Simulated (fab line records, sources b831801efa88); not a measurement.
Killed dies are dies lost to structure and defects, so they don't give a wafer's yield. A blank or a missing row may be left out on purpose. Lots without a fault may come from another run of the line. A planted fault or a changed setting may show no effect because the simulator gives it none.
Which tool did it? | flow sky130 | 11 lots, 33 wafers sampled, at 1 step of a route of 708

WHAT THE GAUGES READ, wafer by wafer
SKY_SONOS_ONO_OVL_MEAS_14.
lot  | measured     | on         | SONOS_ONO_OVL (nm)
L154 | day 12 23:20 | overlay-02 | 0.5 1.5 1.6
L155 | day 13 04:19 | overlay-02 | -0.3 0.1 -1.4
L158 | day 14 13:01 | overlay-02 | 0.2 1.2 1.5
L159 | day 14 18:56 | overlay-02 | -0.3 0.1 -0.2
L160 | day 15 03:02 | overlay-02 | 1.0 -0.3 0.4
L164 | day 16 04:15 | overlay-02 | 0.9 2.4 2.2
L165 | day 16 23:13 | overlay-02 | 0.1 0.1 -1.1
L167 | day 17 05:38 | overlay-02 | 4.0 3.7 2.7
L172 | day 19 00:42 | overlay-01 | 0.5 0.4 0.9
L175 | day 20 03:32 | overlay-02 | 1.9 2.4 2.0
L176 | day 20 09:39 | overlay-02 | 0.4 0.2 0.0

WHICH TOOL RAN EACH LOT (tool, then ch and the chambers of the sampled wafers, then the start)
The record holds no process step before these readings.

THE ANSWER, worked out from the rows above alone
Rule: what is usual is taken from the lots themselves. Put in order of their means at a reading, lots are off if they are a third of the lots or fewer, leave a main group of 4 or more, and stand apart from it by a gap of 3 or more times the standard deviation of the main group's means; of several such gaps the widest counts. A main group whose means are all the same, to the digits that the tables above print for the reading, isn't used. A lot without any number at a reading at which 4 lots or more have one is off too. The other lots that the step has rows for count as sound.
No lot is off at any reading shown: from this, nothing can be told.

WHAT THE SIMULATOR HAD PUT IN
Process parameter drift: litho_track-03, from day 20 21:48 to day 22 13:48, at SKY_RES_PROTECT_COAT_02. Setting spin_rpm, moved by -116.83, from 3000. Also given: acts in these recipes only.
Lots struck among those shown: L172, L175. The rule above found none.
